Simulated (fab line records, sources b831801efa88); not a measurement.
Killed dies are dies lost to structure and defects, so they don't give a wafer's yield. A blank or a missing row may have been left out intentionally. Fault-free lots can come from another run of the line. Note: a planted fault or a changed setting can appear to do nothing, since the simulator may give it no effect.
Comparing a struck lot with a sound one || flow sky130 || 16 steps out of a route of 708
Sound: the wafers L511.1, L511.2, L511.6. Wafers L523.1, L523.2, L523.5 were the ones struck. At the end, the cause is stated.
Each step with rows lists, per side, the tool, then ch with its chambers, then its first start. Under that, the readings that differ: sound wafers || struck wafers || difference of the means || sigmas: that difference in standard deviations of wafers without a fault.
alike: words and numbers the same on both sides, and readings whose means are apart by under 2 such deviations; not compared: readings that were withheld, readings missing a value for some wafer, numbers with overlapping values and no deviation given by the record, and bounds like >300 which may hide the same value.
Wherever a step has rows on one side only, a row that says differs or no value, or a row with sigmas, the two part there. Numbers that don't overlap but have no deviation are shown without sigmas and don't part them. A reading missing from all wafers of one side parts the sides only when that side holds two or more wafers.

SKY_VT_ADJUST_HVTP_OVL_MEAS_08:
  sound: overlay-01 at day 6 01:49; struck: overlay-02 at day 9 09:22
  alike: VT_ADJUST_HVTP_OVL
then, 1 step without rows for these wafers: SKY_VT_ADJUST_HVTP_IMPLANT_09.
SKY_VT_ADJUST_HVTP_STRIP_10: strips in O2/N2.
  sound on plasma-asher-01 ch 0,1, day 6 02:00; struck on plasma-asher-02 ch 0,1, day 9 09:32
{"reading": "strip-time-to-endpoint-s (s)", "sound": "14.19 14.16 14.20", "struck": "14.10 14.10 14.11", "difference": -0.08, "sigmas": -2}
  alike: drypump-motor-current-A, oes-product-au
  not compared: rf-hours-counter-h
SKY_VT_ADJUST_HVTP_TW_MEAS_11:
  sound: film-metro-03 at day 6 02:06; struck: film-metro-04 at day 9 09:38
  alike: VT_ADJUST_HVTP_TW
then, 7 steps without rows for these wafers: SKY_VT_ADJUST_LVTN_DEHYDRATE_00 (time 60 s); SKY_VT_ADJUST_LVTN_HMDS_01 (prime time 60 s); SKY_VT_ADJUST_LVTN_COAT_02 (resist thk 3000 nm); SKY_VT_ADJUST_LVTN_SOFTBAKE_03; SKY_VT_ADJUST_LVTN_EXPOSE_04 (exposes mask NWM COMPLEMENT LESS NATIVE, target cd 840 nm); SKY_VT_ADJUST_LVTN_PEB_05; SKY_VT_ADJUST_LVTN_DEVELOP_06 (develop time 60 s).
SKY_VT_ADJUST_LVTN_OVL_MEAS_07:
  sound: overlay-02 at day 6 21:46; struck: overlay-01 at day 10 08:20
  alike: VT_ADJUST_LVTN_OVL
SKY_VT_ADJUST_LVTN_IMPLANT_08:
  struck on implanter-04, day 10 08:23; sound on implanter-01 ch 0, day 6 21:47
  no value came back on the struck wafers for beam-energy-keV, beam-on-s (s); on the sound wafers beam-energy-keV reads 30.002 30.013 30.009
SKY_VT_ADJUST_LVTN_STRIP_09: strips in O2/N2.
  sound on plasma-asher-01 ch 0,1, day 6 21:56; struck on plasma-asher-04 ch 0,1, day 10 08:32
  alike: drypump-motor-current-A, oes-product-au, strip-time-to-endpoint-s
  not compared: rf-hours-counter-h
SKY_VT_ADJUST_LVTN_TW_MEAS_10:
  sound: film-metro-01 at day 6 22:02; struck: film-metro-03 at day 10 08:38
{"reading": "VT_ADJUST_LVTN_TW", "sound": "242.1 242.3 242.2", "struck": "30.2 30.2 30.2", "difference": -212.0, "sigmas": "-99 or more"}
then, 1 step without rows for these wafers: SKY_VT_ADJUST_LVTN_DEHYDRATE_11 (time 60 s).

== WHERE THEY PART ==
First at SKY_VT_ADJUST_HVTP_STRIP_10; last, within this record, at SKY_VT_ADJUST_LVTN_TW_MEAS_10.

WHY: whatever the simulator had introduced
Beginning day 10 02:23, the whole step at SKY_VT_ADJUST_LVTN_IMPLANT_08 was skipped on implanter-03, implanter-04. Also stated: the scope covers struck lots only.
